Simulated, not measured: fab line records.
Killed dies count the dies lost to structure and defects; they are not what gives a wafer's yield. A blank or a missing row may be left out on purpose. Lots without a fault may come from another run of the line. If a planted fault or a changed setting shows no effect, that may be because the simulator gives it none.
Which tool was responsible? -- flow gf180mcu -- 14 lots, 42 wafers sampled, at 3 steps of a route of 602

== WHAT THE GAUGES SHOWED, per wafer ==
GF_V2_THK_MEAS_01. Usual: for V2_CVD_00_THK the level is 601 nm and the standard deviation is 6.
lot,measured,on,V2_CVD_00_THK (nm),flag
L323,day 21 06:46,film-metro-04,609 613 609,
L324,day 21 21:19,film-metro-03,596 601 592,
L326,day 22 13:24,film-metro-03,596 602 593,
L327,day 22 17:17,film-metro-04,607 602 596,
L328,day 23 05:41,film-metro-02,608 600 608,
L329,day 23 11:08,film-metro-03,604 600 592,
L330,day 23 17:27,film-metro-03,605 603 598,
L331,day 24 08:26,film-metro-04,594 594 605,
L336,day 25 18:01,film-metro-04,599 601 600,
L337,day 26 05:06,film-metro-02,607 597 603,
L338,day 26 10:13,film-metro-04,603 597 604,
L344,day 28 00:45,film-metro-02,603 593 606,
L345,day 28 09:19,film-metro-04,600 605 601,
L346,day 28 14:18,film-metro-02,603 606 599,

== EACH LOT AND THE TOOL THAT RAN IT (in order: tool; ch and the chambers of the sampled wafers; start) ==
lot,GF_HV_LDD_DEVELOP_30,GF_V1_SPUTTER_22
L323,"litho-track-03 ch 0, day 12 22:14","pvd-sputter-04, day 20 03:34"
L324,"litho-track-02 ch 0, day 13 11:01","pvd-sputter-01, day 20 17:39"
L326,"litho-track-04 ch 0, day 13 23:37","pvd-sputter-04, day 21 11:11"
L327,"litho-track-02 ch 0, day 14 05:37","pvd-sputter-01, day 21 15:06"
L328,"litho-track-03 ch 0, day 14 16:19","pvd-sputter-02, day 22 03:50"
L329,"litho-track-03 ch 0, day 14 22:08","pvd-sputter-04, day 22 08:59"
L330,"litho-track-02 ch 0, day 15 02:19","pvd-sputter-02, day 22 15:42"
L331,"litho-track-03 ch 0, day 15 16:44","pvd-sputter-04, day 23 06:35"
L336,"litho-track-04 ch 0, day 17 03:23","pvd-sputter-01, day 24 17:53"
L337,"litho-track-03 ch 0, day 17 15:08","pvd-sputter-01, day 25 04:23"
L338,"litho-track-03 ch 0, day 17 20:32","pvd-sputter-04, day 25 09:45"
L344,"litho-track-02 ch 0, day 19 15:07","pvd-sputter-04, day 27 01:17"
L345,"litho-track-02 ch 0, day 20 01:10","pvd-sputter-04, day 27 10:23"
L346,"litho-track-03 ch 0, day 20 07:31","pvd-sputter-02, day 27 15:14"
- GF_HV_LDD_DEVELOP_30: develop time 60 s.
- GF_V1_SPUTTER_22: material TiN, target thk 10 nm, time 40 s.

== AS READ BY THE TOOLS THEMSELVES (means over the sampled wafers that have a number; for cases with no such wafer, the mark the record gives instead) ==
GF_HV_LDD_DEVELOP_30. Usual: developer-temp-C 22.99 C, standard deviation 0.098.
lot,tool,developer-temp-C (C),flag
L323,litho-track-03,22.99,
L324,litho-track-02,22.97,
L326,litho-track-04,22.94,
L327,litho-track-02,23.00,
L328,litho-track-03,23.17,
L329,litho-track-03,22.95,
L330,litho-track-02,22.98,
L331,litho-track-03,22.99,
L336,litho-track-04,22.98,
L337,litho-track-03,23.99,OFF
L338,litho-track-03,23.84,OFF
L344,litho-track-02,23.11,
L345,litho-track-02,23.00,
L346,litho-track-03,22.90,

GF_V1_SPUTTER_22. Usual: chamber-pressure-pa 5.000 Pa, standard deviation 0.01; throttle-valve-pct 29.9 %, standard deviation 1.1.
lot,tool,chamber-pressure-pa (Pa),throttle-valve-pct (%),flag
L323,pvd-sputter-04,4.994,30.5,
L324,pvd-sputter-01,5.004,29.2,
L326,pvd-sputter-04,5.001,30.3,
L327,pvd-sputter-01,5.000,29.1,
L328,pvd-sputter-02,5.006,30.2,
L329,pvd-sputter-04,4.996,30.1,
L330,pvd-sputter-02,5.011,30.8,
L331,pvd-sputter-04,5.008,30.6,
L336,pvd-sputter-01,4.996,29.2,
L337,pvd-sputter-01,5.002,29.2,
L338,pvd-sputter-04,4.996,30.4,
L344,pvd-sputter-04,5.009,30.2,
L345,pvd-sputter-04,5.002,29.8,
L346,pvd-sputter-02,4.994,30.2,

== THE ANSWER, worked out from the rows above alone ==
Rule: a lot counts as off when the mean over its wafers that have a number is more than 3 standard deviations away from the usual mean. Also off: a lot with no number at a reading for which 4 or more lots have one. Where the step has rows for the other lots, those lots are counted as sound. Order of review: gauges by route order, followed by the tools' own readings, for which a lot's mean as printed above is used. At the first step where some lot is off, the reading lying furthest off is the one used; lots without a number count as furthest.
Off at GF_HV_LDD_DEVELOP_30 (developer-temp-C): L337, L338.
A tool fits if, at that step or a process step before it, it ran every lot that is off, and no sound lot after the first of them. None of those tried fits.

== WHAT WAS PUT IN BY THE SIMULATOR ==
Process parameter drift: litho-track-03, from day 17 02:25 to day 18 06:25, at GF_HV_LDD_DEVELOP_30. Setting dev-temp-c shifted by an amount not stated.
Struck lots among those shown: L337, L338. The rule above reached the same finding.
